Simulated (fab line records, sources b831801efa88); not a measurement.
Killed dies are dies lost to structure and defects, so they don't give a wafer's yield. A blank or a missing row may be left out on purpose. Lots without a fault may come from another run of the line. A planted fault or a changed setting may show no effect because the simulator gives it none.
A struck lot beside a sound one | flow sfq_line | 18 steps out of a route of 325
Sound: wafers L252.1, L252.3, L252.4. Struck: wafers L248.3, L248.6. The cause comes at the end.
At each step with rows: each side's tool, then ch and its chambers, then its first start. Under that, the readings that differ: sound wafers | struck wafers | difference of the means | sigmas: that difference in standard deviations of wafers without a fault.
alike: readings whose means differ by less than 2 such deviations, and words and numbers that are the same on both sides. not compared: withheld readings, readings that some wafer has no value for, bounds like >300 that may hide the same value, and numbers for which the record gives no deviation and whose values overlap.
The two part at a step that has a row with sigmas, a row that says differs or no value, or rows on one side only. Numbers that don't overlap but have no deviation are shown without sigmas and don't part them. A reading that every wafer of one side lacks parts them only if that side has two wafers or more.

SFQ_TRILAYER_M6_BARC_OPEN_METAL_ETCH_206: etches BARC in O2, target depth 125 nm, time 41.7 s.
  sound on rie_metal-01 ch 0,1, day 79 20:36; struck on rie_metal-01 ch 1, day 77 02:11
  alike: chamber_pressure_mTorr, drypump_motor_current_A, oes_product_au
  not compared: rf_hours_counter_h
SFQ_TRILAYER_M6_ETCH_METAL_ETCH_162: etches Nb in Cl2/Ar, stops on SiO2, target depth 240 nm, time 120 s.
  sound on rie_metal-01 ch 0,1, day 79 20:40; struck on rie_metal-01 ch 1, day 77 02:17
  alike: chamber_pressure_mTorr, drypump_motor_current_A, oes_product_au
  not compared: rf_hours_counter_h
SFQ_TRILAYER_M6_STRIP_STRIP_163: strips in O2.
  sound on rie_metal-01 ch 0,1, day 79 20:47; struck on rie_metal-01 ch 1, day 77 02:34
  alike: chamber_pressure_mTorr, drypump_motor_current_A, oes_product_au
  not compared: rf_hours_counter_h
then, 1 step without rows for these wafers: SFQ_TRILAYER_M6_STRIP_SOLV_CLEAN_164 (cleans in NMP, time 600 s).
SFQ_TRILAYER_I6_DEP_PECVD_165: deposits SiO2 from SiH4/N2O, time 111.11 s, target thk 500 nm.
  sound on pecvd-01 ch 1,2, day 79 21:34; struck on pecvd-04 ch 1, day 77 03:19
  reading                | sound          | struck    | difference | sigmas
  heater_power_w (W)     | 77 124 122     | 59 60     | -48        | -3
  throttle_valve_pct (%) | 24.9 22.4 22.9 | 26.9 27.0 | +3.6       | +2
then, 1 step without rows for these wafers: SFQ_TRILAYER_I6_CMP_CMP_166 (polishes SiO2).
SFQ_I6_BOW_MEAS_941:
  sound on film_metro-01, day 80 00:40; struck on film_metro-04, day 77 21:20
  alike: I6_BOW
SFQ_TRILAYER_I6_METRO_MEASURE_167:
  sound on film_metro-01, day 80 00:47; struck on film_metro-04, day 77 21:49
  alike: thk_nm
then, 4 steps without rows for these wafers: SFQ_TRILAYER_I6_VIA_LITHO_COAT_174 (resist thk 62 nm); SFQ_TRILAYER_I6_VIA_LITHO_COAT_169 (resist thk 650 nm); SFQ_TRILAYER_I6_VIA_LITHO_SOFTBAKE_173; SFQ_TRILAYER_I6_VIA_LITHO_EXPOSE_170 (exposes mask I6, target cd 700 nm).
-- the record jumps here: 4 days lie between the struck wafers' starts before and after --
SFQ_TRILAYER_I6_VIA_LITHO_PEB_172: peb time 60 s.
  sound on litho_track-01 ch 0, day 84 06:14; struck on litho_track-03 ch 0, day 82 02:34
then, 1 step without rows for these wafers: SFQ_TRILAYER_I6_VIA_LITHO_DEVELOP_171 (time 60 s).
SFQ_I6_OVL_MEAS_942:
  sound on overlay-02, day 84 06:32; struck on overlay-02, day 82 02:50
  alike: I6_OVL
SFQ_TRILAYER_I6_VIA_BARC_OPEN_VIA_ETCH_235: etches BARC in O2, target depth 125 nm, time 41.7 s.
  sound on rie_diel-03 ch 0,2,3, day 84 06:35; struck on rie_diel-04 ch 0,2, day 82 02:51
  reading             | sound             | struck      | difference | sigmas
  model.I6.cd_nm (nm) | 698.3 699.9 699.6 | 758.1 756.8 | +58.2      |
  alike: chamber_pressure_mTorr, drypump_motor_current_A, oes_product_au
  not compared: rf_hours_counter_h
SFQ_TRILAYER_I6_VIA_ETCH_VIA_ETCH_172: etches SiO2 in CHF3, stops on Nb, target depth 260 nm.
  sound on rie_diel-03 ch 0,2,3, day 84 06:37; struck on rie_diel-04 ch 0,2, day 82 02:53
  reading             | sound             | struck      | difference | sigmas
  model.I6.cd_nm (nm) | 697.1 699.8 701.7 | 758.6 756.6 | +58.1      |
  alike: chamber_pressure_mTorr, drypump_motor_current_A, oes_product_au
then, 1 step without rows for these wafers: SFQ_TRILAYER_I6_VIA_STRIP_STRIP_173 (strips in O2).

WHERE THEY PART
Only at SFQ_TRILAYER_I6_DEP_PECVD_165, within this record. Later steps at which nothing parts them and some readings are alike: SFQ_I6_BOW_MEAS_941, SFQ_TRILAYER_I6_METRO_MEASURE_167, SFQ_I6_OVL_MEAS_942, SFQ_TRILAYER_I6_VIA_BARC_OPEN_VIA_ETCH_235, SFQ_TRILAYER_I6_VIA_ETCH_VIA_ETCH_172.

WHY: what the simulator had put in
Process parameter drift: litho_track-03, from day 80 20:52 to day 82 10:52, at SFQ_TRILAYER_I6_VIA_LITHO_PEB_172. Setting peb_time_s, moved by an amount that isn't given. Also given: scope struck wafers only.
